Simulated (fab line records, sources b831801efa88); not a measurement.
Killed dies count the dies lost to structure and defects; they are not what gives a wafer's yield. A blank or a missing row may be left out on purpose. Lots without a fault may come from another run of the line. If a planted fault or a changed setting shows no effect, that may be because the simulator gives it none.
What tool caused it? / flow gf180mcu / 7 lots, 20 wafers sampled, at 2 steps of a route of 602

## WHAT THE GAUGES SHOWED, per wafer
GF_SAB_THK_MEAS_01.
lot=L607; measured=day 14 17:07; on=film metro-04; SAB_CVD_00_THK (nm)=48.5 49.2 49.3
lot=L609; measured=day 15 12:32; on=film metro-04; SAB_CVD_00_THK (nm)=49.7 48.4 50.8
lot=L615; measured=day 17 09:34; on=film metro-02; SAB_CVD_00_THK (nm)=49.9 50.0 50.5
lot=L617; measured=day 18 01:51; on=film metro-01; SAB_CVD_00_THK (nm)=61.5 50.3
lot=L624; measured=day 20 17:52; on=film metro-04; SAB_CVD_00_THK (nm)=50.1 51.1 50.0
lot=L626; measured=day 21 10:10; on=film metro-04; SAB_CVD_00_THK (nm)=50.4 50.3 50.0
lot=L628; measured=day 22 03:20; on=film metro-01; SAB_CVD_00_THK (nm)=49.4 49.0 49.8

## EACH LOT AND THE TOOL THAT RAN IT (in order: tool; ch and the chambers of the sampled wafers; start)
lot=L607; GF_SAB_CVD_00=pecvd-01 ch 0,2, day 14 17:04
lot=L609; GF_SAB_CVD_00=pecvd-04 ch 1,2, day 15 12:31
lot=L615; GF_SAB_CVD_00=pecvd-02 ch 0,2, day 17 09:32
lot=L617; GF_SAB_CVD_00=pecvd-04 ch 2, day 18 01:49
lot=L624; GF_SAB_CVD_00=pecvd-04 ch 1,2, day 20 17:49
lot=L626; GF_SAB_CVD_00=pecvd-04 ch 1,2, day 21 10:07
lot=L628; GF_SAB_CVD_00=pecvd-02 ch 0,1,2, day 22 03:19
- GF_SAB_CVD_00: deposits SiO2 from TEOS, target thk 50 nm, time 4.9302 s.

## THE ANSWER, worked out from the rows above alone
Rule: what is usual is taken from the lots themselves. Put in order of their means at a reading, lots are off if they are a third of the lots or fewer, leave a main group of 4 or more, and stand apart from it by a gap of 3 or more times the standard deviation of the main group's means; of several such gaps the widest counts. Not used: any main group whose means are identical at the precision the tables above print for the reading. Also off: a lot with no number at a reading for which 4 or more lots have one. All remaining lots with rows at the step are treated as sound.
Off: L617, seen at GF_SAB_THK_MEAS_01 (SAB_CVD_00_THK). For the main group the mean is 49.8 nm and the standard deviation 0.5.
If a tool, at a process step before that reading, ran all the lots that are off and no sound lot after the first of them, it fits. Those tools and the gauges at GF_SAB_THK_MEAS_01 are tried in the same way. Of those tried, none fits.

## WHAT WAS PUT IN BY THE SIMULATOR
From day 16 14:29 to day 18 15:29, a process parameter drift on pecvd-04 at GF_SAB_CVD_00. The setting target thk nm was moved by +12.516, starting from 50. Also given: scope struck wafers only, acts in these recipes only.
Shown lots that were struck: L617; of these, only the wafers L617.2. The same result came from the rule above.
